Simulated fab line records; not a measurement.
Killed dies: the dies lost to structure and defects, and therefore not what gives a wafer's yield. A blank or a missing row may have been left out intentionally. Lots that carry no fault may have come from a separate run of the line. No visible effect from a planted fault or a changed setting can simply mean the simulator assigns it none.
fab line records | flow gf180mcu
record lots=5 | wafers=23
route steps=602 shown HV_LDD@206 NSD@245 PSD@252 SAB@272
start-h: start of the lot's first displayed wafer, in hours after the record's first day | wait-h: how many hours have passed since the lot's step before this one | " same as the row above | L1.1+2: a row that stands for several wafers | - no value, or no start given | * or withheld: withheld | < > ~ a bound
route shown NAME@n: a module of which the file shows steps, and the number in the route of the first | usual: mean and standard deviation over wafers with no fault | same: alike in all rows | chamber/n: place in a boat | sites: each site's reading | _std_site: their standard deviation | _edge_site: inner sites' mean taken away from outer sites' mean | radius-mm: how far each site lies from the wafer's centre | mask NAME#n: copy n | behind: the last tool/chamber to shape the wafer | hold: why the lot was held/for how many hours/how that ended | device: the n, p or np transistor that did not switch | end of line: tests of these same wafers at the route's end | a step without rows: its recipe alone | killed: dies that structure and defects cost at the first sort, which is not the same as the wafer's yield | map: a wafer's dies, marking killed ones x, the rest . and places with no die _
set.NAME: the run value of the setting; set.NAME@STEP: its run value at that earlier step | model.NAME: the simulator's own value behind a step, which no gauge read
lots whose settings were changed on purpose; a table a step, a row a wafer
## steps
# step GF_HV_LDD_DEVELOP_30
# recipe develop-time-s=60 | dev-temp-c=23
lot.wafer  | tool           | chamber | start-h | wait-h | set.develop-time-s
L076.2+3+4 | litho-track-04 | 0       | 261.81  | 0.1    | 60
L077.1+5   | litho-track-01 | 0       | 287.02  | 0.1    | 53.54
L077.2+3+4 | "              | 0       | "       | "      | 60
L080.1+3+6 | litho-track-01 | 0       | 316.47  | 0.1    | 68.01
L080.2+4   | "              | 0       | "       | "      | 60
L082.1+4   | litho-track-04 | 0       | 323.44  | 0.1    | 60
L082.2+3+6 | "              | 0       | "       | "      | 64.55
L083.2+6   | litho-track-04 | 0       | 330.66  | 0.1    | 55.09
L083.3+4+5 | "              | 0       | "       | "      | 60
# step GF_HV_LDD_CD_MEAS_31
# recipe target-cd-nm=400
# usual cd-nm=399.8/1.9
lot.wafer | tool      | chamber | start-h | wait-h | set.resist-thk-nm@HV_LDD_COAT_26 | set.develop-time-s@HV_LDD_DEVELOP_30 | cd-nm
L076.2    | cd-sem-02 | -       | 261.96  | 0.1    | 1000                             | 60                                   | 401.6
L076.3    | "         | -       | "       | "      | 1000                             | 60                                   | 397.6
L076.4    | "         | -       | "       | "      | 1000                             | 60                                   | 398.6
L077.1    | cd-sem-01 | -       | 287.17  | 0.1    | 1051                             | 53.54                                | 382.5
L077.2    | "         | -       | "       | "      | 1000                             | 60                                   | 399.1
L077.3    | "         | -       | "       | "      | 1051                             | 60                                   | 395.8
L077.4    | "         | -       | "       | "      | 1000                             | 60                                   | 397.9
L077.5    | "         | -       | "       | "      | 1051                             | 53.54                                | 382.4
L080.1    | cd-sem-01 | -       | 316.62  | 0.1    | 1000                             | 68.01                                | 417.9
L080.2    | "         | -       | "       | "      | 1048                             | 60                                   | 397.6
L080.3    | "         | -       | "       | "      | 1000                             | 68.01                                | 416.4
L080.4    | "         | -       | "       | "      | 1000                             | 60                                   | 402.7
L080.6    | "         | -       | "       | "      | 1048                             | 68.01                                | 409.5
L082.1    | cd-sem-02 | -       | 323.59  | 0.1    | 1046                             | 60                                   | 394.0
L082.2    | "         | -       | "       | "      | 1046                             | 64.55                                | 400.0
L082.3    | "         | -       | "       | "      | 1000                             | 64.55                                | 404.4
L082.4    | "         | -       | "       | "      | 1000                             | 60                                   | 399.8
L082.6    | "         | -       | "       | "      | 1046                             | 64.55                                | 401.4
L083.2    | cd-sem-02 | -       | 330.81  | 0.1    | 1000                             | 55.09                                | 391.2
L083.3    | "         | -       | "       | "      | 1018                             | 60                                   | 398.2
L083.4    | "         | -       | "       | "      | 1000                             | 60                                   | 397.4
L083.5    | "         | -       | "       | "      | 1018                             | 60                                   | 397.2
L083.6    | "         | -       | "       | "      | 1018                             | 55.09                                | 388.2
# step GF_HV_LDD_IMPLANT_33
# recipe species=P | energy-kev=60 | dose-cm2=7.5e+12 | tilt-deg=30 | rotation-deg=0
# step GF_HV_LDD_IMPLANT_35
# recipe species=P | energy-kev=60 | dose-cm2=7.5e+12 | tilt-deg=30 | rotation-deg=180
# step GF_HV_LDD_IMPLANT_36
# recipe species=P | energy-kev=60 | dose-cm2=7.927e+12 | tilt-deg=30 | rotation-deg=270
# step GF_HV_LDD_STRIP_37
# recipe chemistry=O2/N2 | power-w=1400 | pressure-mtorr=1500 | platen-temp-c=250 | o2-flow-sccm=3000 | n2-flow-sccm=300 | overash-fraction=0.5
# usual strip-time-to-endpoint-s=12.61/0.037
lot.wafer | tool            | chamber | start-h | wait-h | set.resist-thk-nm@HV_LDD_COAT_26 | strip-time-to-endpoint-s
L076.2    | plasma-asher-01 | 1       | 262.70  | 0.1    | 1000                             | 12.52
L076.3    | "               | 1       | "       | "      | 1000                             | 12.61
L076.4    | "               | 0       | "       | "      | 1000                             | 12.52
L077.1    | plasma-asher-01 | 0       | 287.93  | 0.1    | 1051                             | 13.13
L077.2    | "               | 1       | "       | "      | 1000                             | 12.64
L077.3    | "               | 0       | "       | "      | 1051                             | 13.13
L077.4    | "               | 1       | "       | "      | 1000                             | 12.61
L077.5    | "               | 0       | "       | "      | 1051                             | 13.16
L080.1    | plasma-asher-02 | 0       | 317.37  | 0.1    | 1000                             | 12.59
L080.2    | "               | 1       | "       | "      | 1048                             | 13.08
L080.3    | "               | 1       | "       | "      | 1000                             | 12.60
L080.4    | "               | 0       | "       | "      | 1000                             | 12.68
L080.6    | "               | 1       | "       | "      | 1048                             | 13.15
L082.1    | plasma-asher-03 | 0       | 324.34  | 0.1    | 1046                             | 13.09
L082.2    | "               | 1       | "       | "      | 1046                             | 13.08
L082.3    | "               | 1       | "       | "      | 1000                             | 12.64
L082.4    | "               | 0       | "       | "      | 1000                             | 12.61
L082.6    | "               | 1       | "       | "      | 1046                             | 13.10
L083.2    | plasma-asher-01 | 0       | 331.54  | 0.1    | 1000                             | 12.62
L083.3    | "               | 0       | "       | "      | 1018                             | 12.78
L083.4    | "               | 1       | "       | "      | 1000                             | 12.63
L083.5    | "               | 1       | "       | "      | 1018                             | 12.82
L083.6    | "               | 0       | "       | "      | 1018                             | 12.80
# step GF_HV_LDD_COAT_41
# recipe resist=NOVOLAK | spin-rpm=3000 | resist-thk-nm=1000
lot.wafer  | tool           | chamber | start-h | wait-h | set.spin-rpm | model.NOVOLAK_of_HV_LDD_COAT_41.thk-nm
L076.2     | litho-track-01 | 0       | 271.44  | 0.1    | 3000         | 999.5
L076.3     | "              | 0       | "       | "      | 3000         | 1000
L076.4     | "              | 0       | "       | "      | 3000         | 999.7
L077.1     | litho-track-04 | 0       | 297.19  | 0.1    | 3000         | 1002
L077.2     | "              | 0       | "       | "      | 2810         | 1033
L077.3     | "              | 0       | "       | "      | 3000         | 999.5
L077.4     | "              | 0       | "       | "      | 2810         | 1037
L077.5     | "              | 0       | "       | "      | 2810         | 1036
L080.1     | litho-track-01 | 0       | 327.72  | 0.1    | 3000         | 998.7
L080.2     | "              | 0       | "       | "      | 3000         | 998.6
L080.3     | "              | 0       | "       | "      | 3000         | 1002
L080.4     | "              | 0       | "       | "      | 3099         | 983
L080.6     | "              | 0       | "       | "      | 3099         | 986.3
L082.1+4+6 | litho-track-01 | 0       | 334.17  | 0.1    | 3000         | 1002
L082.2+3   | "              | 0       | "       | "      | 3000         | 1003
L083.2     | litho-track-04 | 0       | 341.66  | 0.1    | 3000         | 994.3
L083.3     | "              | 0       | "       | "      | 2937         | 1004
L083.4     | "              | 0       | "       | "      | 2937         | 1005
L083.5     | "              | 0       | "       | "      | 3000         | 994.1
L083.6     | "              | 0       | "       | "      | 3000         | 993.4
# step GF_HV_LDD_SOFTBAKE_42
# recipe temp-c=90 | time-s=60 | resist=NOVOLAK
# step GF_HV_LDD_EXPOSE_43
# recipe mask-id=Pplus_HV_AREA | target-cd-nm=400 | na=0.6 | source-shape=conventional | sigma-outer=0.6 | dose-mj=140
# step GF_HV_LDD_IMPLANT_48
# recipe species=B | energy-kev=25 | dose-cm2=3e+13 | tilt-deg=7
# step GF_HV_LDD_STRIP_49
# recipe chemistry=O2/N2 | power-w=1400 | pressure-mtorr=1500 | platen-temp-c=250 | o2-flow-sccm=3000 | n2-flow-sccm=300 | overash-fraction=0.5
# usual strip-time-to-endpoint-s=12.62/0.038
lot.wafer | tool            | chamber | start-h | wait-h | set.spin-rpm@HV_LDD_COAT_41 | strip-time-to-endpoint-s
L076.2    | plasma-asher-01 | 1       | 281.48  | 0.1    | 3000                        | 12.62
L076.3    | "               | 0       | "       | "      | 3000                        | 12.63
L076.4    | "               | 1       | "       | "      | 3000                        | 12.62
L077.1    | plasma-asher-03 | 0       | 307.09  | 0.1    | 3000                        | 12.65
L077.2    | "               | 1       | "       | "      | 2810                        | 12.96
L077.3    | "               | 0       | "       | "      | 3000                        | 12.63
L077.4    | "               | 1       | "       | "      | 2810                        | 13.01
L077.5    | "               | 1       | "       | "      | 2810                        | 12.98
L080.1    | plasma-asher-02 | 1       | 338.72  | 0.1    | 3000                        | 12.61
L080.2    | "               | 0       | "       | "      | 3000                        | 12.62
L080.3    | "               | 1       | "       | "      | 3000                        | 12.65
L080.4    | "               | 0       | "       | "      | 3099                        | 12.43
L080.6    | "               | 0       | "       | "      | 3099                        | 12.47
L082.1    | plasma-asher-03 | 1       | 345.49  | 0.1    | 3000                        | 12.65
L082.2    | "               | 0       | "       | "      | 3000                        | 12.67
L082.3    | "               | 1       | "       | "      | 3000                        | 12.67
L082.4    | "               | 0       | "       | "      | 3000                        | 12.67
L082.6    | "               | 0       | "       | "      | 3000                        | 12.66
L083.2    | plasma-asher-02 | 0       | 352.59  | 0.1    | 3000                        | 12.57
L083.3    | "               | 1       | "       | "      | 2937                        | 12.68
L083.4    | "               | 0       | "       | "      | 2937                        | 12.68
L083.5    | "               | 1       | "       | "      | 3000                        | 12.58
L083.6    | "               | 0       | "       | "      | 3000                        | 12.56
# step GF_HV_LDD_CVD_56
# recipe material=Si3N4 | precursor=DCS/NH3 | target-thk-nm=90 | temp-c=770 | time-s=1543 | pressure-mtorr=250
lot.wafer | tool     | chamber | start-h | wait-h | set.temp-c | model.Si3N4_of_HV_LDD_CVD_56.thk-nm
L076.2    | lpcvd-01 | 0       | 282.96  | 0.0    | 770        | 89.95
L076.3    | "        | 0       | "       | "      | 770        | 90.61
L076.4    | "        | 0       | "       | "      | 770        | 90.45
L077.1    | -        | -       | -       | 0.1    | 765.5      | 81.76
L077.2    | "        | -       | "       | "      | 765.5      | 82.19
L077.3    | "        | -       | "       | "      | 765.5      | 81.88
L077.4    | "        | -       | "       | "      | 765.5      | 82.4
L077.5    | "        | -       | "       | "      | 765.5      | 82.09
L080.1    | -        | -       | -       | 0.1    | 770        | 89.86
L080.2    | "        | -       | "       | "      | 770        | 89.85
L080.3    | "        | -       | "       | "      | 770        | 90.7
L080.4    | "        | -       | "       | "      | 770        | 91.2
L080.6    | "        | -       | "       | "      | 770        | 90.24
L082.1    | -        | -       | -       | 0.1    | 772.6      | 94.66
L082.2    | "        | -       | "       | "      | 772.6      | 94.65
L082.3    | "        | -       | "       | "      | 772.6      | 93.7
L082.4    | "        | -       | "       | "      | 772.6      | 95.06
L082.6    | "        | -       | "       | "      | 772.6      | 94.86
L083.2    | -        | -       | -       | 0.0    | 773.9      | 98.96
L083.3    | "        | -       | "       | "      | 773.9      | 98.49
L083.4    | "        | -       | "       | "      | 773.9      | 99.29
L083.5    | "        | -       | "       | "      | 773.9      | 98.5
L083.6    | "        | -       | "       | "      | 773.9      | 98.7
# step GF_HV_LDD_THK_MEAS_57
# recipe reads=Si3N4_of_HV_LDD_CVD_56
# usual HV_LDD_CVD_56_THK=90.3/0.65
lot.wafer | tool          | chamber | start-h | wait-h | set.temp-c@HV_LDD_CVD_56 | HV_LDD_CVD_56_THK[nm]
L076.2    | film-metro-02 | -       | 284.40  | 0.0    | 770                      | 89.9
L076.3    | "             | -       | "       | "      | 770                      | 90.7
L076.4    | "             | -       | "       | "      | 770                      | 90.4
L077.1    | film-metro-04 | -       | -       | -      | 765.5                    | 81.8
L077.2    | "             | -       | "       | "      | 765.5                    | 82.2
L077.3    | "             | -       | "       | "      | 765.5                    | 81.9
L077.4    | "             | -       | "       | "      | 765.5                    | 82.4
L077.5    | "             | -       | "       | "      | 765.5                    | 82.1
L080.1    | film-metro-03 | -       | -       | -      | 770                      | 89.9
L080.2    | "             | -       | "       | "      | 770                      | 89.9
L080.3    | "             | -       | "       | "      | 770                      | 90.8
L080.4    | "             | -       | "       | "      | 770                      | 91.2
L080.6    | "             | -       | "       | "      | 770                      | 90.2
L082.1    | film-metro-02 | -       | -       | -      | 772.6                    | 94.7
L082.2    | "             | -       | "       | "      | 772.6                    | 94.6
L082.3    | "             | -       | "       | "      | 772.6                    | 93.7
L082.4    | "             | -       | "       | "      | 772.6                    | 95.1
L082.6    | "             | -       | "       | "      | 772.6                    | 94.9
L083.2    | film-metro-02 | -       | -       | -      | 773.9                    | 99.0
L083.3    | "             | -       | "       | "      | 773.9                    | 98.5
L083.4    | "             | -       | "       | "      | 773.9                    | 99.3
L083.5    | "             | -       | "       | "      | 773.9                    | 98.5
L083.6    | "             | -       | "       | "      | 773.9                    | 98.7
# step GF_HV_LDD_ETCHBACK_58
# recipe chemistry=CH3F/O2 | target=Si3N4 | stop-on=SiO2 | source-w=400 | bias-w=80 | pressure-mtorr=25 | ch3f-flow-sccm=40 | O2_flow_sccm=30 | time-s=100 | target-depth-a=900
# usual oes-product-au=0.845/0.006
lot.wafer | tool        | chamber | start-h | wait-h | set.temp-c@HV_LDD_CVD_56 | oes-product-au | model.etch.depth-nm
L076.2    | rie-diel-02 | 0       | 284.45  | 0.0    | 770                      | 0.842          | 89.95
L076.3    | "           | 2       | "       | "      | 770                      | 0.853          | 90.61
L076.4    | "           | 3       | "       | "      | 770                      | 0.843          | 90.45
L077.1    | rie-diel-01 | 0       | 310.07  | 0.1    | 765.5                    | 0.796          | -
L077.2    | "           | 3       | "       | "      | 765.5                    | 0.803          | -
L077.3    | "           | 2       | "       | "      | 765.5                    | 0.802          | 81.88
L077.4    | "           | 1       | "       | "      | 765.5                    | 0.805          | -
L077.5    | "           | 2       | "       | "      | 765.5                    | 0.796          | 82.09
L080.1    | rie-diel-01 | 0       | 341.76  | 0.1    | 770                      | 0.842          | 89.86
L080.2    | "           | 3       | "       | "      | 770                      | 0.839          | 89.85
L080.3    | "           | 1       | "       | "      | 770                      | 0.845          | -
L080.4    | "           | 2       | "       | "      | 770                      | 0.854          | -
L080.6    | "           | 0       | "       | "      | 770                      | 0.845          | 90.24
L082.1    | rie-diel-02 | 2       | 348.53  | 0.1    | 772.6                    | 0.862          | -
L082.2    | "           | 0       | "       | "      | 772.6                    | 0.866          | -
L082.3    | "           | 3       | "       | "      | 772.6                    | 0.866          | -
L082.4    | "           | 3       | "       | "      | 772.6                    | 0.870          | -
L082.6    | "           | 2       | "       | "      | 772.6                    | 0.868          | 94.86
L083.2    | rie-diel-01 | 3       | 355.56  | 0.0    | 773.9                    | 0.896          | -
L083.3    | "           | 2       | "       | "      | 773.9                    | 0.880          | 98.49
L083.4    | "           | 1       | "       | "      | 773.9                    | 0.900          | 99.29
L083.5    | "           | 1       | "       | "      | 773.9                    | 0.888          | -
L083.6    | "           | 0       | "       | "      | 773.9                    | 0.890          | -
# step GF_NSD_IMPLANT_10
# recipe species=P | energy-kev=40 | dose-cm2=5e+14 | tilt-deg=7
lot.wafer      | tool         | chamber | start-h | wait-h | set.dose-cm2
L076.2+3+4     | implanter-01 | 0       | 303.92  | 0.1    | 5e+14
L077.1+2+3     | implanter-01 | 0       | 331.39  | 0.1    | 5.431e+14
L077.4+5       | "            | 0       | "       | "      | 5e+14
L080.1+2       | implanter-01 | 0       | 363.94  | 0.1    | 5e+14
L080.3+4+6     | "            | 0       | "       | "      | 4.407e+14
L082.1+2+3+4+6 | implanter-04 | 0       | 370.34  | 0.1    | 5e+14
L083.2+3+6     | implanter-04 | 0       | 378.11  | 0.1    | 5e+14
L083.4+5       | "            | 0       | "       | "      | 4.575e+14
# step GF_PSD_EXPOSE_04
# recipe mask-id=Pplus | target-cd-nm=400 | na=0.6 | source-shape=conventional | sigma-outer=0.6 | dose-mj=140
lot.wafer      | tool             | chamber | start-h | wait-h | mask    | set.dose-mj
L076.2+3+4     | iline-stepper-02 | 0       | -       | -      | Pplus#0 | 140
L077.1+4+5     | iline-stepper-01 | 0       | -       | -      | Pplus#0 | 140
L077.2+3       | "                | 0       | "       | "      | Pplus#0 | 136
L080.1+6       | iline-stepper-02 | 0       | -       | -      | Pplus#0 | 140
L080.2+3+4     | "                | 0       | "       | "      | Pplus#0 | 132
L082.1+2+3+4+6 | iline-stepper-02 | 0       | -       | -      | Pplus#0 | 140
L083.2+3+4     | iline-stepper-01 | 0       | -       | -      | Pplus#0 | 137.1
L083.5+6       | "                | 0       | "       | "      | Pplus#0 | 140
# step GF_PSD_DEVELOP_06
# recipe develop-time-s=60 | dev-temp-c=23
lot.wafer  | tool           | chamber | start-h | wait-h | set.dev-temp-c
L076.2+3+4 | litho-track-02 | 0       | 324.76  | 0.1    | 23
L077.1+2   | litho-track-01 | 0       | 352.32  | 0.1    | 23
L077.3+4+5 | "              | 0       | "       | "      | 20.34
L080.1+3+4 | litho-track-04 | 0       | 385.89  | 0.1    | 24.29
L080.2+6   | "              | 0       | "       | "      | 23
L082.1+2+4 | litho-track-02 | 0       | 392.68  | 0.1    | 26.56
L082.3+6   | "              | 0       | "       | "      | 23
L083.2+3   | litho-track-01 | 0       | 400.69  | 0.1    | 19.99
L083.4+5+6 | "              | 0       | "       | "      | 23
# step GF_PSD_CD_MEAS_07
# recipe target-cd-nm=400
# usual cd-nm=400.9/2.2
lot.wafer | tool      | chamber | start-h | wait-h | set.dose-mj@PSD_EXPOSE_04 | set.dev-temp-c@PSD_DEVELOP_06 | cd-nm
L076.2    | cd-sem-02 | -       | 324.90  | 0.1    | 140                       | 23                            | 406.5
L076.3    | "         | -       | "       | "      | 140                       | 23                            | 403.8
L076.4    | "         | -       | "       | "      | 140                       | 23                            | 403.7
L077.1    | cd-sem-01 | -       | 352.47  | 0.1    | 140                       | 23                            | 400.0
L077.2    | "         | -       | "       | "      | 136                       | 23                            | 392.8
L077.3    | "         | -       | "       | "      | 136                       | 20.34                         | 401.4
L077.4    | "         | -       | "       | "      | 140                       | 20.34                         | 408.3
L077.5    | "         | -       | "       | "      | 140                       | 20.34                         | 409.5
L080.1    | cd-sem-02 | -       | 386.04  | 0.1    | 140                       | 24.29                         | 392.0
L080.2    | "         | -       | "       | "      | 132                       | 23                            | 381.7
L080.3    | "         | -       | "       | "      | 132                       | 24.29                         | 376.4
L080.4    | "         | -       | "       | "      | 132                       | 24.29                         | 374.5
L080.6    | "         | -       | "       | "      | 140                       | 23                            | 396.2
L082.1    | cd-sem-01 | -       | 392.83  | 0.1    | 140                       | 26.56                         | 389.1
L082.2    | "         | -       | "       | "      | 140                       | 26.56                         | 389.0
L082.3    | "         | -       | "       | "      | 140                       | 23                            | 402.1
L082.4    | "         | -       | "       | "      | 140                       | 26.56                         | 388.5
L082.6    | "         | -       | "       | "      | 140                       | 23                            | 401.9
L083.2    | cd-sem-02 | -       | 400.84  | 0.1    | 137.1                     | 19.99                         | 408.9
L083.3    | "         | -       | "       | "      | 137.1                     | 19.99                         | 408.3
L083.4    | "         | -       | "       | "      | 137.1                     | 23                            | 396.5
L083.5    | "         | -       | "       | "      | 140                       | 23                            | 405.1
L083.6    | "         | -       | "       | "      | 140                       | 23                            | 404.7
# step GF_PSD_IMPLANT_09
# recipe species=BF2 | energy-kev=40.42 | dose-cm2=1.5e+15 | tilt-deg=7
# step GF_PSD_CLEAN_12
# recipe chemistry=SC1/SC2 | mix=1:4:20 | temp-c=70 | time-s=150 | dry=n2-spin
# step GF_PSD_RTA_13
# recipe temp-c=1025 | time-s=20 | ambient=N2
# step GF_PSD_RS_MEAS_14
# recipe thk-meas-gauge=four-point-probe
# usual NSD_RS=46.19/0.094
lot.wafer | tool          | chamber | start-h | wait-h | set.dose-cm2@NSD_IMPLANT_10 | NSD_RS[ohm/sq]
L076.2    | film-metro-02 | -       | 325.50  | 0.1    | 5e+14                       | 46.28
L076.3    | "             | -       | "       | "      | 5e+14                       | 46.21
L076.4    | "             | -       | "       | "      | 5e+14                       | 46.27
L077.1    | film-metro-04 | -       | 353.07  | 0.1    | 5.431e+14                   | 45.60
L077.2    | "             | -       | "       | "      | 5.431e+14                   | 45.49
L077.3    | "             | -       | "       | "      | 5.431e+14                   | 45.70
L077.4    | "             | -       | "       | "      | 5e+14                       | 46.06
L077.5    | "             | -       | "       | "      | 5e+14                       | 46.10
L080.1    | film-metro-04 | -       | 386.64  | 0.1    | 5e+14                       | 46.03
L080.2    | "             | -       | "       | "      | 5e+14                       | 46.17
L080.3    | "             | -       | "       | "      | 4.407e+14                   | 46.78
L080.4    | "             | -       | "       | "      | 4.407e+14                   | 46.81
L080.6    | "             | -       | "       | "      | 4.407e+14                   | 46.86
L082.1    | film-metro-02 | -       | 393.43  | 0.1    | 5e+14                       | 46.26
L082.2    | "             | -       | "       | "      | 5e+14                       | 46.30
L082.3    | "             | -       | "       | "      | 5e+14                       | 46.28
L082.4    | "             | -       | "       | "      | 5e+14                       | 46.24
L082.6    | "             | -       | "       | "      | 5e+14                       | 46.22
L083.2    | film-metro-01 | -       | 401.45  | 0.1    | 5e+14                       | 46.21
L083.3    | "             | -       | "       | "      | 5e+14                       | 46.17
L083.4    | "             | -       | "       | "      | 4.575e+14                   | 46.56
L083.5    | "             | -       | "       | "      | 4.575e+14                   | 46.75
L083.6    | "             | -       | "       | "      | 5e+14                       | 46.19
# step GF_SAB_DEVELOP_08
# recipe develop-time-s=60 | dev-temp-c=23
lot.wafer      | tool           | chamber | start-h | wait-h | set.develop-time-s
L076.2+3+4     | litho-track-01 | 0       | 346.84  | 0.1    | 60
L077.1+3+5     | litho-track-03 | 0       | 375.16  | 0.1    | 60
L077.2+4       | "              | 0       | "       | "      | 66.16
L080.1+2+3+4+6 | litho-track-03 | 0       | 409.86  | 0.1    | 60
L082.1+3       | litho-track-02 | 0       | 416.98  | 0.1    | 60
L082.2+4+6     | "              | 0       | "       | "      | 51.05
L083.2+4       | litho-track-02 | 0       | 425.06  | 0.1    | 67.95
L083.3+5+6     | "              | 0       | "       | "      | 60
# step GF_SAB_CD_MEAS_09
# recipe target-cd-nm=420
# usual cd-nm=419.3/1.9
lot.wafer | tool      | chamber | start-h | wait-h | set.develop-time-s@SAB_DEVELOP_08 | cd-nm
L076.2    | cd-sem-01 | -       | 346.99  | 0.1    | 60                                | 419.4
L076.3    | "         | -       | "       | "      | 60                                | 419.6
L076.4    | "         | -       | "       | "      | 60                                | 420.9
L077.1    | cd-sem-02 | -       | 375.31  | 0.1    | 60                                | 419.7
L077.2    | "         | -       | "       | "      | 66.16                             | 410.4
L077.3    | "         | -       | "       | "      | 60                                | 417.8
L077.4    | "         | -       | "       | "      | 66.16                             | 408.8
L077.5    | "         | -       | "       | "      | 60                                | 417.9
L080.1    | cd-sem-02 | -       | 410.01  | 0.1    | 60                                | 420.7
L080.2    | "         | -       | "       | "      | 60                                | 420.7
L080.3    | "         | -       | "       | "      | 60                                | 419.5
L080.4    | "         | -       | "       | "      | 60                                | 420.6
L080.6    | "         | -       | "       | "      | 60                                | 422.2
L082.1    | cd-sem-01 | -       | 417.13  | 0.1    | 60                                | 420.8
L082.2    | "         | -       | "       | "      | 51.05                             | 437.8
L082.3    | "         | -       | "       | "      | 60                                | 421.1
L082.4    | "         | -       | "       | "      | 51.05                             | 436.8
L082.6    | "         | -       | "       | "      | 51.05                             | 436.7
L083.2    | cd-sem-01 | -       | 425.20  | 0.1    | 67.95                             | 410.1
L083.3    | "         | -       | "       | "      | 60                                | 420.2
L083.4    | "         | -       | "       | "      | 67.95                             | 410.1
L083.5    | "         | -       | "       | "      | 60                                | 422.3
L083.6    | "         | -       | "       | "      | 60                                | 421.0
# step GF_SAB_ETCH_11
# recipe chemistry=C4F8/O2/Ar | mask-material=NOVOLAK | target=SiO2 | target-depth-nm=55 | source-w=1448 | bias-w=1200 | pressure-mtorr=40 | c4f8-flow-sccm=withheld | O2_flow_sccm=6 | Ar_flow_sccm=300 | time-s=8.5
lot.wafer | tool        | chamber | start-h | wait-h | set.develop-time-s@SAB_DEVELOP_08 | model.SAB.cd-nm
L076.2    | rie-diel-04 | 1       | 347.12  | 0.0    | 60                                | 420.1
L076.3    | "           | 0       | "       | "      | 60                                | 420.4
L076.4    | "           | 3       | "       | "      | 60                                | 421.8
L077.1    | rie-diel-03 | 1       | 375.47  | 0.0    | 60                                | 419.6
L077.2    | "           | 3       | "       | "      | 66.16                             | 410.6
L077.3    | "           | 2       | "       | "      | 60                                | 417.6
L077.4    | "           | 0       | "       | "      | 66.16                             | 408.3
L077.5    | "           | 1       | "       | "      | 60                                | 418.1
L080.1    | rie-diel-02 | 2       | 410.17  | 0.0    | 60                                | 420.8
L080.2    | "           | 1       | "       | "      | 60                                | 420.1
L080.3    | "           | 0       | "       | "      | 60                                | 419.7
L080.4    | "           | 3       | "       | "      | 60                                | 420.4
L080.6    | "           | 0       | "       | "      | 60                                | 422.1
L082.1    | rie-diel-04 | 1       | 417.29  | 0.0    | 60                                | 420.8
L082.2    | "           | 2       | "       | "      | 51.05                             | 438.2
L082.3    | "           | 0       | "       | "      | 60                                | 421.5
L082.4    | "           | 3       | "       | "      | 51.05                             | 437.2
L082.6    | "           | 3       | "       | "      | 51.05                             | 437.4
L083.2    | rie-diel-04 | 1       | 425.34  | 0.0    | 67.95                             | 409.8
L083.3    | "           | 2       | "       | "      | 60                                | 420
L083.4    | "           | 0       | "       | "      | 67.95                             | 410.3
L083.5    | "           | 3       | "       | "      | 60                                | 422.3
L083.6    | "           | 0       | "       | "      | 60                                | 420.6
## key
split step=GF_HV_LDD_DEVELOP_30 | setting=develop-time-s | stated=60 | by=wafer
response step=GF_HV_LDD_CD_MEAS_31 | reading=cd-nm | change=+1.1 | per=1% | r=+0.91
split step=GF_HV_LDD_COAT_41 | setting=spin-rpm | stated=3000 | by=wafer
response step=GF_HV_LDD_COAT_41 | reading=model.NOVOLAK_of_HV_LDD_COAT_41.thk-nm | change=-5.26 | per=1% | r=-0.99
response step=GF_HV_LDD_STRIP_49 | reading=strip-time-to-endpoint-s | change=* | per=1% | r=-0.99
split step=GF_HV_LDD_CVD_56 | setting=temp-c | stated=770 | by=lot
response step=GF_HV_LDD_CVD_56 | reading=model.Si3N4_of_HV_LDD_CVD_56.thk-nm | change=+14.8 | per=1% | r=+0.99
response step=GF_HV_LDD_THK_MEAS_57 | reading=HV_LDD_CVD_56_THK | change=+14.8 | per=1% | r=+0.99
response step=GF_HV_LDD_ETCHBACK_58 | reading=oes-product-au | change=+0.0792 | per=1% | r=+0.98
response step=GF_HV_LDD_ETCHBACK_58 | reading=model.etch.depth-nm | change=+15.2 | per=1% | r=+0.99
split step=GF_NSD_IMPLANT_10 | setting=dose-cm2 | stated=5e+14 | by=wafer
response step=GF_PSD_RS_MEAS_14 | reading=NSD_RS | change=-0.0581 | per=1% | r=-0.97
split step=GF_PSD_EXPOSE_04 | setting=dose-mj | stated=140 | by=wafer
response step=GF_PSD_CD_MEAS_07 | reading=cd-nm | slope=+2.81 | per=1% | together-with=dev-temp-c@PSD_DEVELOP_06 | explained=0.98
split step=GF_PSD_DEVELOP_06 | setting=dev-temp-c | stated=23 | by=wafer
response step=GF_PSD_CD_MEAS_07 | reading=cd-nm | slope=-0.815 | per=1% | together-with=dose-mj@PSD_EXPOSE_04 | explained=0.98
split step=GF_SAB_DEVELOP_08 | setting=develop-time-s | stated=60 | by=wafer
response step=GF_SAB_CD_MEAS_09 | reading=cd-nm | change=-0.952 | per=1% | r=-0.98
response step=GF_SAB_ETCH_11 | reading=model.SAB.cd-nm | change=-0.959 | per=1% | r=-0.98
split outside-this-file step=GF_HV_LDD_COAT_26 setting=resist-thk-nm
# split outside-this-file: this setting was split too, and the file shows its column; the key of that split is in another file
